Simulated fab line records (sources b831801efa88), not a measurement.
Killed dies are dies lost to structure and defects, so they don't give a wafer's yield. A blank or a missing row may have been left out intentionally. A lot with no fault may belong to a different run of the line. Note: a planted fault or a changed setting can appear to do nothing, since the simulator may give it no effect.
Problem report, 8D (eight disciplines) form, completed by code || flow gf180mcu || the parts of the form that need people (team, actions taken, sign-off) are left out

== 1. WHAT WENT WRONG ==
Mean of run length s at GF_TOP_METAL_METAL_ETCH_16: 253.04 s across 3 wafers in 2 lots; on wafers with no fault it is 227.99 s (standard deviation 0.26). That puts it +96 standard deviations away from the usual mean.
The step: etches the open film in Cl2/BCl3, stops on SiO2, target depth 1197 nm, time 199.5 s.
Earliest sighting: wafer L546.4 on rie metal-02 at day 33 15:49. The record has a number at this step for 33 wafers belonging to 11 lots. The rule behind "out" and "out of limits": a value lying over 4 standard deviations away from the usual mean. All remaining wafers that have a number are taken as sound.

== 2. WHAT IT IS; WHAT IT IS NOT ==
{"question": "which readings at this step", "is": "run length s, oes product au, throttle valve pct", "is not": "drypump motor current A"}
{"question": "which lots", "is": "L546, L549", "is not": "L526, L528, L531, L532, L535, L536, L538, L541, L542"}
{"question": "which wafers of those lots", "is": "L546.4, L546.5, L549.1", "is not": "L546.6, L549.3, L549.5"}
{"question": "read on which tools", "is": "rie metal-02", "is not": "rie metal-04"}
{"question": "when", "is": "from day 33 15:49", "is not": "up to then (28 sound wafers); but 2 sound wafers of L549 came after"}

== 3. SUSPECTS, AND WHAT RULES EACH OUT ==
Counting: a tool at a process step up to the reading stays a suspect if it ran every lot that is out. Sound lots after the first of them don't rule it out here, since some wafers of a struck lot are sound.
- pvd sputter-01 at GF_V5_SPUTTER_22 (material TiN, target thk 10 nm, time 40 s): kept. Ran every lot that is out, first one L546 (day 32 22:43); last sound lot up to then L538 (day 30 23:25).
- rie metal-02 at GF_TOP_METAL_METAL_ETCH_16 (etches the open film in Cl2/BCl3, stops on SiO2, target depth 1197 nm, time 199.5 s): kept. Ran every lot that is out, first one L546 (day 33 15:49); last sound lot up to then L542 (day 32 17:46). Its own oes product au, run length s, throttle valve pct readings are out on those wafers.
- At GF_TOP_METAL_METAL_ETCH_16 on rie metal-02, chamber 1 took the sound wafers of the same lots and chamber 0 took the wafers that are out.
Remaining after the count are pvd sputter-01 at GF_V5_SPUTTER_22 and rie metal-02 at GF_TOP_METAL_METAL_ETCH_16.

== 4. THE CAUSE (what the simulator had put in) ==
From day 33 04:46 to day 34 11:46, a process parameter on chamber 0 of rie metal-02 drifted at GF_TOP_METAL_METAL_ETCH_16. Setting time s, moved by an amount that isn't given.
2 suspects survive the count, and this tool is in that group.

== 5. THE EFFECT CHAIN, in route order ==
Each row: a reading whose mean over the struck wafers that have a number lies more than 3 standard deviations from the usual. Scope: only readings with a usual standard deviation given in the record; hours: median across lots of the time from each lot's start at the first step in this table that gives one to its start at this step; sigmas: change in usual standard deviations.
{"hours": 0, "step": "GF_TOP_METAL_METAL_ETCH_16", "reading": "oes product au", "usual": "0.992 a.u.", "on struck wafers": 0.925, "change": -0.067, "sigmas": -14}
{"hours": 0, "step": "GF_TOP_METAL_METAL_ETCH_16", "reading": "run length s", "usual": "227.99 s", "on struck wafers": 253.04, "change": "+25.05", "sigmas": "+96"}
{"hours": 0, "step": "GF_TOP_METAL_METAL_ETCH_16", "reading": "throttle valve pct", "usual": "28.228 %", "on struck wafers": 28.298, "change": "+0.070", "sigmas": "+8.3"}
{"hours": 0, "step": "GF_TOP_METAL_STRIP_17", "reading": "strip time to endpoint s", "usual": "12.88 s", "on struck wafers": 12.27, "change": -0.61, "sigmas": -8.3}
It contains these process steps:
- GF_TOP_METAL_METAL_ETCH_16: etches the open film in Cl2/BCl3, stops on SiO2, target depth 1197 nm, time 199.5 s.
- GF_TOP_METAL_STRIP_17: strips in O2/N2.

== 6. HOW IT WOULD HAVE BEEN CAUGHT EARLIER ==
First out-of-limits reading in this record: day 33 15:49, which is 11 hours after fault onset at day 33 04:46.
